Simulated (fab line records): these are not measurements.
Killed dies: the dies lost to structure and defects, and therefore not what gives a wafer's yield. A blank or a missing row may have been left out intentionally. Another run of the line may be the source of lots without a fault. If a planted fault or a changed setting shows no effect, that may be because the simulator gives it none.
fab line records	flow sky130
[record] lots = 15	wafers = 45	last_day = 50
route steps=708 shown VT_ADJUST_LVTN@117 VT_ADJUST_NCORE@129 GATE_OXIDE@198
lots untouched by any fault: they come from a run of this same line in which no faults occurred
start_h: the number of hours between the record's first day and the start of the first shown wafer of the lot	wait_h: hours since the lot's step before	" identical to the entry in the row above	L1.1+2: a row that stands for several wafers	- no value present, or no start provided	* or withheld: withheld	< > ~ a bound
route shown NAME@n: NAME is a module with steps in the file, n the number in the route of the first one	usual: mean/standard deviation of fault-free wafers	same: alike in all rows	chamber/n: place in a boat	sites: readings site by site	_std_site: the standard deviation of these	_edge_site: inner sites' mean taken away from outer sites' mean	radius_mm: for every site, how far away it sits from the centre of the wafer	mask NAME#n: copy n	behind: tool/chamber where the wafer was last shaped	hold: cause of the lot's hold/its duration in hours/its outcome	device: names the non-switching transistor (n, p or np)	end of line: at the end of the route, the tests of the same wafers	step lacking rows: just its recipe	killed: not the wafer's yield, but the dies lost to structure and defects at the first sort	map: a wafer's dies, marking killed ones x, the rest . and places with no die _
set.NAME: setting as actually run; set.NAME@STEP: the setting as run at that earlier step	model.NAME: the simulator's own value behind a step, which no gauge read
one table for each step of the route and one row for each wafer, over a sample of lots
services: from which hour (start_h, from the record's first day; less than 0 if before it) a tool's chamber was out of use, for how many hours, and why
[[steps]]
[step SKY_VT_ADJUST_LVTN_STRIP_20]
[recipe] chemistry = O2/N2	power_w = 1400	pressure_mtorr = 1500	platen_temp_c = withheld	o2_flow_sccm = 3000	n2_flow_sccm = 300	overash_fraction = 0.5
[usual] drypump_motor_current_A = 5.7/0.77	oes_product_au = 0.716/0.0044	strip_time_to_endpoint_s = 14.18/0.041
lot.wafer	tool	chamber	start_h	wait_h	drypump_motor_current_A	oes_product_au	rf_hours_counter_h	strip_time_to_endpoint_s
L509.3	plasma_asher-04	1	177.00	0.1	4.7	0.717	-	14.08
L509.4	"	0	"	"	6.7	0.715	-	14.14
L509.6	"	0	"	"	6.7	0.717	-	14.14
L511.1	plasma_asher-03	0	199.67	0.1	5.8	0.725	53	14.14
L511.2	"	1	"	"	5.5	0.715	53	14.16
L511.4	"	0	"	"	5.8	0.719	-	14.19
L512.1	plasma_asher-04	1	205.07	0.1	4.7	0.708	49	14.17
L512.4	"	0	"	"	6.7	0.716	-	14.17
L512.5	"	0	"	"	6.6	0.717	-	14.20
L513.1	plasma_asher-04	1	216.12	0.1	4.7	0.713	51	14.17
L513.4	"	1	"	"	4.7	0.720	-	14.22
L513.5	"	0	"	"	6.7	0.711	-	14.21
L514.2	plasma_asher-04	1	220.22	0.1	4.7	0.714	51	14.14
L514.4	"	0	"	"	6.7	0.719	-	14.20
L514.6	"	1	"	"	4.7	0.718	-	14.14
L517.1	plasma_asher-04	0	240.82	0.1	6.7	0.715	53	14.22
L517.2	"	1	"	"	4.7	0.722	53	14.27
L517.6	"	0	"	"	6.7	0.716	-	14.21
L518.1	plasma_asher-01	1	248.12	0.1	6.2	0.715	13	14.19
L518.2	"	0	"	"	5.2	0.720	13	14.18
L518.6	"	1	"	"	6.2	0.714	-	14.22
L519.1	plasma_asher-03	0	248.92	0.1	5.8	0.717	57	14.20
L519.2	"	1	"	"	5.5	0.726	57	14.18
L519.6	"	1	"	"	5.5	0.714	-	14.17
L520.1	plasma_asher-04	1	255.56	0.1	4.6	0.714	55	14.17
L520.3	"	0	"	"	6.7	0.718	-	14.17
L520.6	"	1	"	"	4.7	0.717	-	14.15
L521.3	plasma_asher-01	0	260.70	0.1	5.3	0.720	-	14.15
L521.4	"	1	"	"	6.2	0.723	-	14.14
L521.6	"	0	"	"	5.2	0.712	-	14.21
L522.2	plasma_asher-01	1	267.72	0.1	6.2	0.713	15	14.16
L522.3	"	0	"	"	5.2	0.721	-	14.17
L522.6	"	0	"	"	5.2	0.719	-	14.17
L523.1	plasma_asher-01	0	274.17	0.1	5.2	0.720	16	14.15
L523.2	"	1	"	"	6.2	0.727	16	14.20
L523.4	"	1	"	"	6.2	0.712	-	14.19
L527.2	plasma_asher-01	1	302.37	0.1	6.2	0.722	18	14.29
L527.3	"	1	"	"	6.2	0.711	-	14.27
L527.6	"	0	"	"	5.2	0.717	-	14.22
L528.2	plasma_asher-04	1	305.37	0.1	4.7	0.714	59	14.16
L528.4	"	0	"	"	6.7	0.726	-	14.22
L528.5	"	0	"	"	6.7	0.718	-	14.24
L529.2	plasma_asher-01	1	317.57	0.1	6.2	0.719	20	14.15
L529.3	"	1	"	"	6.2	0.714	-	14.12
L529.4	"	0	"	"	5.2	0.721	-	14.17
[step SKY_VT_ADJUST_NCORE_STRIP_10]
[recipe] chemistry = O2/N2	power_w = 1400	pressure_mtorr = 1500	platen_temp_c = withheld	o2_flow_sccm = 3000	n2_flow_sccm = 300	overash_fraction = 0.5
[usual] drypump_motor_current_A = 5.6/0.68	oes_product_au = 0.716/0.0049	strip_time_to_endpoint_s = 14.31/0.03
lot.wafer	tool	chamber	start_h	wait_h	drypump_motor_current_A	oes_product_au	rf_hours_counter_h	strip_time_to_endpoint_s
L509.3	plasma_asher-01	1	198.38	0.1	6.2	0.714	-	14.32
L509.4	"	0	"	"	5.3	0.705	-	14.31
L509.6	"	0	"	"	5.2	0.707	-	14.29
L511.1	plasma_asher-02	0	221.39	0.1	5.1	0.713	40	14.29
L511.2	"	1	"	"	5.9	0.714	40	14.29
L511.4	"	1	"	"	5.9	0.724	-	14.30
L512.1	plasma_asher-01	0	227.11	0.1	5.2	0.718	11	14.31
L512.4	"	0	"	"	5.2	0.718	-	14.28
L512.5	"	0	"	"	5.2	0.720	-	14.27
L513.1	plasma_asher-01	0	238.44	0.1	5.2	0.715	12	14.33
L513.4	"	1	"	"	6.2	0.719	-	14.32
L513.5	"	1	"	"	6.2	0.716	-	14.35
L514.2	plasma_asher-02	0	242.89	0.1	5.1	0.721	42	14.30
L514.4	"	1	"	"	5.9	0.711	-	14.34
L514.6	"	0	"	"	5.1	0.714	-	14.30
L517.1	plasma_asher-02	0	263.69	0.1	5.1	0.715	44	14.30
L517.2	"	1	"	"	5.9	0.716	44	14.35
L517.6	"	0	"	"	5.1	0.718	-	14.30
L518.1	plasma_asher-04	0	270.29	0.1	6.7	0.720	56	14.34
L518.2	"	1	"	"	4.7	0.715	56	14.29
L518.6	"	1	"	"	4.7	0.715	-	14.30
L519.1	plasma_asher-02	0	271.54	0.1	5.1	0.716	45	14.31
L519.2	"	1	"	"	5.9	0.716	45	14.27
L519.6	"	0	"	"	5.1	0.714	-	14.30
L520.1	plasma_asher-02	1	278.79	0.1	5.9	0.718	46	14.32
L520.3	"	0	"	"	5.1	0.714	-	14.34
L520.6	"	1	"	"	5.9	0.715	-	14.32
L521.3	plasma_asher-04	1	283.28	0.1	4.7	0.718	-	14.24
L521.4	"	0	"	"	6.7	0.717	-	14.27
L521.6	"	1	"	"	4.7	0.709	-	14.20
L522.2	plasma_asher-02	0	291.84	0.1	5.1	0.710	47	14.30
L522.3	"	0	"	"	5.1	0.718	-	14.33
L522.6	"	1	"	"	5.9	0.717	-	14.28
L523.1	plasma_asher-04	1	299.34	0.1	4.7	0.712	59	14.30
L523.2	"	0	"	"	6.7	0.718	59	14.30
L523.4	"	0	"	"	6.7	0.710	-	14.29
L527.2	plasma_asher-02	0	328.69	0.1	5.1	0.708	51	14.28
L527.3	"	0	"	"	5.1	0.719	-	14.26
L527.6	"	0	"	"	5.1	0.711	-	14.33
L528.2	plasma_asher-04	1	331.14	0.1	4.7	0.710	62	14.34
L528.4	"	1	"	"	4.7	0.723	-	14.36
L528.5	"	0	"	"	6.7	0.716	-	14.35
L529.2	plasma_asher-01	1	344.24	0.1	6.2	0.716	22	14.30
L529.3	"	1	"	"	6.2	0.718	-	14.34
L529.4	"	0	"	"	5.2	0.714	-	14.30
[step SKY_VT_ADJUST_NCORE_TW_MEAS_11]
[usual] VT_ADJUST_NCORE_TW = 219.7/2.3
lot.wafer	tool	chamber	start_h	wait_h	VT_ADJUST_NCORE_TW
L509.3	film_metro-02	-	198.46	0.1	217.3
L509.4	"	-	"	"	217.3
L509.6	"	-	"	"	218.1
L511.1	film_metro-02	-	221.49	0.1	216.9
L511.2	"	-	"	"	218.7
L511.4	"	-	"	"	217.9
L512.1	film_metro-03	-	227.21	0.1	222.5
L512.4	"	-	"	"	223.0
L512.5	"	-	"	"	222.9
L513.1	film_metro-02	-	238.54	0.1	217.2
L513.4	"	-	"	"	218.7
L513.5	"	-	"	"	218.8
L514.2	film_metro-03	-	243.00	0.1	223.1
L514.4	"	-	"	"	223.6
L514.6	"	-	"	"	223.6
L517.1	film_metro-03	-	263.79	0.1	223.7
L517.2	"	-	"	"	223.5
L517.6	"	-	"	"	223.6
L518.1	film_metro-01	-	270.39	0.1	217.7
L518.2	"	-	"	"	219.0
L518.6	"	-	"	"	217.1
L519.1	film_metro-03	-	271.64	0.1	222.3
L519.2	"	-	"	"	221.9
L519.6	"	-	"	"	222.3
L520.1	film_metro-02	-	278.89	0.1	219.8
L520.3	"	-	"	"	219.4
L520.6	"	-	"	"	218.6
L521.3	film_metro-03	-	283.36	0.1	222.6
L521.4	"	-	"	"	221.7
L521.6	"	-	"	"	222.7
L522.2	film_metro-02	-	291.95	0.1	218.7
L522.3	"	-	"	"	218.3
L522.6	"	-	"	"	218.2
L523.1	film_metro-02	-	299.44	0.1	218.6
L523.2	"	-	"	"	219.0
L523.4	"	-	"	"	218.3
L527.2	film_metro-01	-	328.80	0.1	219.4
L527.3	"	-	"	"	218.6
L527.6	"	-	"	"	217.8
L528.2	film_metro-02	-	331.25	0.1	219.6
L528.4	"	-	"	"	218.5
L528.5	"	-	"	"	218.5
L529.2	film_metro-01	-	344.35	0.1	218.2
L529.3	"	-	"	"	217.1
L529.4	"	-	"	"	218.2
[step SKY_GATE_OXIDE_IMPLANT_11]
[recipe] species = B	energy_kev = 10	dose_cm2 = 2.6e+12	tilt_deg = withheld
[usual] beam_energy_keV = 10.000/0.0032	beam_on_s = 9.99/0.2
lot.wafer	tool	chamber	start_h	wait_h	beam_energy_keV	beam_on_s
L509.3	implanter-01	0	330.62	0.1	10.003	10.20
L509.4	"	0	"	"	10.001	9.82
L509.6	"	0	"	"	9.999	9.91
L511.1	implanter-04	0	352.27	0.0	9.999	9.96
L511.2	"	0	"	"	9.998	9.99
L511.4	"	0	"	"	10.000	9.79
L512.1	implanter-01	0	356.97	0.0	9.998	10.00
L512.4	"	0	"	"	9.994	10.49
L512.5	"	0	"	"	9.994	10.04
L514.2	implanter-01	0	388.50	0.0	10.005	9.79
L514.4	"	0	"	"	10.007	10.54
L514.6	"	0	"	"	10.001	10.24
L513.1	implanter-04	0	388.62	0.0	10.000	10.00
L513.4	"	0	"	"	9.999	10.19
L513.5	"	0	"	"	10.005	9.89
L517.1	implanter-01	0	407.22	0.0	10.001	9.65
L517.2	"	0	"	"	10.004	10.04
L517.6	"	0	"	"	9.997	9.90
L518.1	implanter-02	0	412.52	0.0	9.999	10.08
L518.2	"	0	"	"	9.998	9.98
L518.6	"	0	"	"	10.000	9.88
L519.1	implanter-04	0	415.37	0.0	9.997	10.01
L519.2	"	0	"	"	9.999	9.67
L519.6	"	0	"	"	9.996	10.20
L520.1	implanter-01	-	423.62	0.0	-	-
L520.3	"	-	"	"	-	-
L520.6	"	-	"	"	-	-
L521.3	implanter-01	-	429.97	0.1	-	-
L521.4	"	-	"	"	-	-
L521.6	"	-	"	"	-	-
L522.2	implanter-01	-	438.19	0.0	-	-
L522.3	"	-	"	"	-	-
L522.6	"	-	"	"	-	-
L523.1	implanter-01	0	451.97	0.0	9.998	10.09
L523.2	"	0	"	"	10.000	9.87
L523.4	"	0	"	"	10.000	9.89
L527.2	implanter-01	0	483.24	0.0	9.999	9.91
L527.3	"	0	"	"	10.002	10.18
L527.6	"	0	"	"	10.001	10.02
L528.2	implanter-01	0	488.99	0.0	9.999	10.52
L528.4	"	0	"	"	9.996	10.12
L528.5	"	0	"	"	9.998	9.56
L529.2	implanter-01	0	502.10	0.0	9.997	10.33
L529.3	"	0	"	"	10.001	10.02
L529.4	"	0	"	"	10.004	10.01
[step SKY_GATE_OXIDE_TW_MEAS_14]
[usual] GATE_OXIDE_TW = 224.5/2.7
lot.wafer	tool	chamber	start_h	wait_h	GATE_OXIDE_TW
L509.3	film_metro-04	-	330.95	0.1	221.2
L509.4	"	-	"	"	221.1
L509.6	"	-	"	"	221.0
L511.1	film_metro-03	-	352.64	0.1	227.3
L511.2	"	-	"	"	226.8
L511.4	"	-	"	"	227.6
L512.1	film_metro-02	-	357.33	0.1	224.5
L512.4	"	-	"	"	224.3
L512.5	"	-	"	"	224.5
L514.2	film_metro-03	-	388.83	0.1	228.2
L514.4	"	-	"	"	228.5
L514.6	"	-	"	"	226.4
L513.1	film_metro-02	-	388.97	0.1	221.4
L513.4	"	-	"	"	221.7
L513.5	"	-	"	"	222.1
L517.1	film_metro-03	-	407.57	0.1	228.1
L517.2	"	-	"	"	228.2
L517.6	"	-	"	"	227.3
L518.1	film_metro-03	-	412.88	0.1	228.1
L518.2	"	-	"	"	227.4
L518.6	"	-	"	"	228.4
L519.1	film_metro-04	-	415.82	0.1	220.5
L519.2	"	-	"	"	221.4
L519.6	"	-	"	"	221.0
L520.1	film_metro-04	-	423.97	0.1	29.6
L520.3	"	-	"	"	29.7
L520.6	"	-	"	"	29.7
L521.3	film_metro-03	-	430.30	0.1	30.5
L521.4	"	-	"	"	30.6
L521.6	"	-	"	"	30.7
L522.2	film_metro-02	-	438.53	0.1	30.0
L522.3	"	-	"	"	30.0
L522.6	"	-	"	"	30.1
L523.1	film_metro-03	-	452.32	0.1	229.3
L523.2	"	-	"	"	226.9
L523.4	"	-	"	"	228.7
L527.2	film_metro-02	-	483.59	0.1	223.0
L527.3	"	-	"	"	223.0
L527.6	"	-	"	"	224.9
L528.2	film_metro-03	-	489.33	0.1	225.3
L528.4	"	-	"	"	225.9
L528.5	"	-	"	"	225.9
L529.2	film_metro-02	-	502.43	0.1	222.3
L529.3	"	-	"	"	223.4
L529.4	"	-	"	"	223.7
[[services]]
tool	chamber	start_h	hours	kind
plasma_asher-02	-	155.22	0.9	repair
plasma_asher-04	-	162.00	14.6	pm
plasma_asher-03	-	202.00	6.6	repair
implanter-02	-	213.04	2.7	repair
plasma_asher-01	-	235.04	0.4	repair
plasma_asher-02	-	235.80	7.0	repair
plasma_asher-04	-	241.06	3.0	repair
implanter-02	-	244.52	3.6	repair
implanter-02	-	246.99	5.2	repair
implanter-04	-	265.12	4.7	pm
plasma_asher-03	-	285.45	2.8	pm
plasma_asher-04	-	303.73	0.5	repair
implanter-01	-	318.29	5.6	repair
implanter-02	-	322.64	3.0	repair
plasma_asher-03	-	331.46	2.5	repair
plasma_asher-03	-	366.31	5.7	repair
implanter-02	-	415.26	4.2	pm
plasma_asher-03	-	421.25	9.0	pm
implanter-02	-	429.72	6.3	repair
plasma_asher-04	-	434.39	3.2	repair
plasma_asher-02	-	439.91	0.7	repair
plasma_asher-01	-	463.94	14.6	pm
plasma_asher-02	-	494.49	1.0	repair
implanter-01	-	498.74	1.0	repair
[[key]]
[first_sign] step = SKY_GATE_OXIDE_IMPLANT_11	reading = tool_record	direction = missing
[effect] step = SKY_GATE_OXIDE_TW_MEAS_14	reading = GATE_OXIDE_TW	direction = down	sigmas = 72	usual = 224.5	struck = 30.1
met_at SKY_GATE_OXIDE_IMPLANT_11
struck_lots L520,L521,L522
later_rows_left_out L520.1,L520.3,L520.6,L521.3,L521.4,L521.6,L522.2,L522.3,L522.6
sort_left_out L520.1,L520.3,L520.6,L521.3,L521.4,L521.6,L522.2,L522.3,L522.6
tester_left_out L520,L521,L522
not_acting_at SKY_VT_ADJUST_LVTN_STRIP_20,SKY_VT_ADJUST_NCORE_STRIP_10,SKY_VT_ADJUST_NCORE_TW_MEAS_11
onset_between 407.22 423.62
[fault] kind = skipped_step_whole	tool = implanter-01	chamber = -	onset_h = 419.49	steps = SKY_GATE_OXIDE_IMPLANT_11	scope = struck_lots_only
// tester_left_out: of these lots the tester's yield and bins aren't shown, on N5 and GAA mostly nor the transistor test; their killed dies are dies lost to structure and defects alone, not to doping, threshold or leakage, so they don't give the yield
// sort_left_out: the simulated sort isn't trusted on such a fault, so these wafers' sort isn't shown, and their yield isn't known
// later_rows_left_out: the simulator's readings of these wafers behind a module that went badly wrong aren't trusted and aren't shown, but for the sort
